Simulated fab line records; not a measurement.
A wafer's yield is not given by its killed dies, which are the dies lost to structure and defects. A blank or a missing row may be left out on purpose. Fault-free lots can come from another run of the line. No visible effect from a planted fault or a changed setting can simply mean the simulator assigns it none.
Which of the tools did it? + flow gf180mcu + 13 lots with 39 wafers sampled at 5 steps, on a route of 602 steps

WHAT THE GAUGES READ, wafer by wafer
GF_VT_IMPLANT_RS_MEAS_46: a four-point-probe measurement. Usual: MVSD_RS typically reads 457.0 ohm/sq, with standard deviation 1.1.
| lot  | measured     | on            | MVSD_RS (ohm/sq)  | flag |
|------|--------------|---------------|-------------------|------|
| L139 | day 7 12:49  | film_metro-03 | 458.0 457.0 457.2 |      |
| L140 | day 7 20:01  | film_metro-03 | 456.0 456.9 456.5 |      |
| L142 | day 8 09:24  | film_metro-04 | 456.8 456.3 456.7 |      |
| L144 | day 9 02:04  | film_metro-01 | 456.4 457.5 457.2 |      |
| L146 | day 9 12:41  | film_metro-03 | 456.4 456.2 456.8 |      |
| L147 | day 9 22:06  | film_metro-03 | 455.8 454.6 455.4 |      |
| L149 | day 10 10:45 | film_metro-01 | 457.6 457.3 457.4 |      |
| L154 | day 11 20:20 | film_metro-01 | 455.7 455.0 457.0 |      |
| L156 | day 12 09:16 | film_metro-01 | 456.6 458.0 457.6 |      |
| L157 | day 12 16:31 | film_metro-04 | 457.1 456.2 456.5 |      |
| L158 | day 12 20:46 | film_metro-04 | 456.1 457.4 458.7 |      |
| L160 | day 13 13:36 | film_metro-03 | 457.3 458.2 457.7 |      |
| L162 | day 14 01:41 | film_metro-01 | 455.0 454.7 455.2 |      |

GF_POLY_GATE_CD_MEAS_18. Usual: 280.3 nm for cd_nm, sd 2.3.
| lot  | measured     | on        | cd_nm (nm)        | flag |
|------|--------------|-----------|-------------------|------|
| L139 | day 9 07:04  | cd_sem-02 | 280.0 279.4 279.6 |      |
| L140 | day 9 12:38  | cd_sem-02 | 275.3 279.7 275.4 |      |
| L142 | day 10 03:52 | cd_sem-02 | 280.1 282.2 280.9 |      |
| L144 | day 11 00:30 | cd_sem-02 | 279.2 280.1 281.8 |      |
| L146 | day 11 11:00 | cd_sem-01 | 277.1 282.7 279.3 |      |
| L147 | day 11 18:29 | cd_sem-01 | 281.1 279.9 279.8 |      |
| L149 | day 12 09:04 | cd_sem-01 | 283.8 280.5 283.9 |      |
| L154 | day 13 20:51 | cd_sem-01 | 281.4 279.9 278.6 |      |
| L156 | day 14 08:21 | cd_sem-01 | 277.5 281.5 283.4 |      |
| L157 | day 14 20:43 | cd_sem-02 | 280.8 280.1 281.6 |      |
| L158 | day 14 21:58 | cd_sem-01 | 280.1 282.1 281.3 |      |
| L160 | day 15 14:04 | cd_sem-02 | 277.7 279.9 280.2 |      |
| L162 | day 16 04:40 | cd_sem-01 | 278.0 280.7 279.0 |      |

GF_HV_LDD_CD_MEAS_07 targets a cd of 400 nm. Usual: 399.8 nm for cd_nm, sd 2.1.
| lot  | measured     | on        | cd_nm (nm)        | flag |
|------|--------------|-----------|-------------------|------|
| L139 | day 10 00:18 | cd_sem-01 | 400.1 404.5 401.8 |      |
| L140 | day 10 06:13 | cd_sem-02 | 396.4 394.6 395.5 |      |
| L142 | day 10 21:53 | cd_sem-01 | 401.0 399.5 398.9 |      |
| L144 | day 11 19:39 | cd_sem-02 | 397.8 398.1 399.0 |      |
| L146 | day 12 05:49 | cd_sem-01 | 398.0 399.6 398.4 |      |
| L147 | day 12 13:42 | cd_sem-01 | 399.5 400.0 398.3 |      |
| L149 | day 13 04:44 | cd_sem-02 | 401.1 402.8 400.0 |      |
| L154 | day 14 18:53 | cd_sem-02 | 396.9 397.0 397.6 |      |
| L156 | day 15 04:22 | cd_sem-01 | 397.8 397.0 395.5 |      |
| L157 | day 15 17:42 | cd_sem-01 | 420.0 421.4 419.9 | OFF  |
| L158 | day 15 19:42 | cd_sem-02 | 421.3 417.9 420.8 | OFF  |
| L160 | day 16 12:11 | cd_sem-02 | 399.8 401.8 400.4 |      |
| L162 | day 17 02:19 | cd_sem-01 | 418.7 420.3 421.6 | OFF  |

EACH LOT AND THE TOOL THAT RAN IT (in order: tool; ch and the chambers of the sampled wafers; start)
| lot  | GF_POLY_GATE_ETCH_13             | GF_HV_LDD_DEVELOP_06              |
|------|----------------------------------|-----------------------------------|
| L139 | rie_si-01 ch 0,1,2, day 9 04:36  | litho_track-02 ch 0, day 10 00:10 |
| L140 | rie_si-02 ch 0,1,3, day 9 11:06  | litho_track-04 ch 0, day 10 06:05 |
| L142 | rie_si-01 ch 1,2,3, day 10 02:20 | litho_track-03 ch 0, day 10 21:44 |
| L144 | rie_si-01 ch 0,1,2, day 10 22:56 | litho_track-02 ch 0, day 11 19:31 |
| L146 | rie_si-01 ch 0,1,3, day 11 08:27 | litho_track-02 ch 0, day 12 05:41 |
| L147 | rie_si-01 ch 1,2, day 11 16:58   | litho_track-04 ch 0, day 12 13:33 |
| L149 | rie_si-02 ch 0,2,3, day 12 07:30 | litho_track-03 ch 0, day 13 04:35 |
| L154 | rie_si-02 ch 0,1,3, day 13 18:11 | litho_track-02 ch 0, day 14 17:11 |
| L156 | rie_si-02 ch 0,1,2, day 14 06:42 | litho_track-03 ch 0, day 15 04:13 |
| L157 | rie_si-01 ch 0,3, day 14 18:20   | litho_track-02 ch 0, day 15 17:34 |
| L158 | rie_si-01 ch 0,1, day 14 19:51   | litho_track-02 ch 0, day 15 19:34 |
| L160 | rie_si-02 ch 0,1,2, day 15 12:34 | litho_track-03 ch 0, day 16 12:02 |
| L162 | rie_si-01 ch 1,2, day 16 03:06   | litho_track-02 ch 0, day 17 02:11 |
- GF_POLY_GATE_ETCH_13: etches poly-Si in HBr/Cl2, stops on SiO2, target depth 198.5 nm, time 69.6 s.
- GF_HV_LDD_DEVELOP_06: develop time 60 s.

WHAT THE TOOLS THEMSELVES READ (means of the sampled wafers that have a number; where no wafer has one, the mark that the record gives instead)
GF_POLY_GATE_ETCH_13. Usual: bias_w 99.97 W, standard deviation 0.27; drypump_motor_current_A 5.7 A, standard deviation 0.7; oes_product_au 0.987 a.u., standard deviation 0.01; throttle_valve_pct 33.684 %, standard deviation 0.0084.
| lot  | tool      | bias_w (W) | drypump_motor_current_A (A) | oes_product_au (a.u.) | throttle_valve_pct (%) | flag |
|------|-----------|------------|-----------------------------|-----------------------|------------------------|------|
| L139 | rie_si-01 | 100.01     | 5.7                         | 0.992                 | 33.674                 |      |
| L140 | rie_si-02 | 100.06     | 5.4                         | 0.983                 | 33.689                 |      |
| L142 | rie_si-01 | 99.74      | 6.3                         | 0.999                 | 33.676                 |      |
| L144 | rie_si-01 | 99.87      | 5.7                         | 0.989                 | 33.677                 |      |
| L146 | rie_si-01 | 100.01     | 5.9                         | 0.989                 | 33.687                 |      |
| L147 | rie_si-01 | 100.08     | 6.1                         | 0.985                 | 33.688                 |      |
| L149 | rie_si-02 | 99.60      | 5.9                         | 0.987                 | 33.682                 |      |
| L154 | rie_si-02 | 99.68      | 5.4                         | 0.978                 | 33.672                 |      |
| L156 | rie_si-02 | 100.05     | 5.9                         | 0.981                 | 33.683                 |      |
| L157 | rie_si-01 | 100.09     | 5.9                         | 0.998                 | 33.688                 |      |
| L158 | rie_si-01 | 99.78      | 5.3                         | 0.996                 | 33.684                 |      |
| L160 | rie_si-02 | 100.00     | 5.9                         | 0.982                 | 33.680                 |      |
| L162 | rie_si-01 | 99.64      | 6.2                         | 0.989                 | 33.684                 |      |

GF_HV_LDD_DEVELOP_06. Usual: 44.9 Pa for exhaust_pa, sd 0.96.
| lot  | tool           | exhaust_pa (Pa) | flag |
|------|----------------|-----------------|------|
| L139 | litho_track-02 | 45.2            |      |
| L140 | litho_track-04 | 45.1            |      |
| L142 | litho_track-03 | 45.4            |      |
| L144 | litho_track-02 | 44.5            |      |
| L146 | litho_track-02 | 44.7            |      |
| L147 | litho_track-04 | 45.2            |      |
| L149 | litho_track-03 | 45.8            |      |
| L154 | litho_track-02 | 44.8            |      |
| L156 | litho_track-03 | 43.8            |      |
| L157 | litho_track-02 | 45.5            |      |
| L158 | litho_track-02 | 44.8            |      |
| L160 | litho_track-03 | 46.0            |      |
| L162 | litho_track-02 | 43.8            |      |

THE ANSWER, worked out from the rows above alone
Rule: a lot is off if the mean of its wafers that have a number lies more than 3 standard deviations from the usual mean. A lot without any number at a reading at which 4 lots or more have one is off too. Any other lot the step has rows for is counted as sound. After the gauges, taken in route order, come the tools' own readings; for these a lot's mean is taken, as printed above. The first step at which some lot is off is used, and at that step the reading that is off furthest; a lot without a number counts as furthest.
Off at GF_HV_LDD_CD_MEAS_07 (cd_nm): L157, L158, L162.
If a tool, at a process step before that reading, ran all the lots that are off and no sound lot after the first of them, it fits. Those tools and the gauges at GF_HV_LDD_CD_MEAS_07 are tried in the same way. Undecided on this evidence; 2 tools fit (rie_si-01 at GF_POLY_GATE_ETCH_13, litho_track-02 at GF_HV_LDD_DEVELOP_06).

WHAT WAS PUT IN BY THE SIMULATOR
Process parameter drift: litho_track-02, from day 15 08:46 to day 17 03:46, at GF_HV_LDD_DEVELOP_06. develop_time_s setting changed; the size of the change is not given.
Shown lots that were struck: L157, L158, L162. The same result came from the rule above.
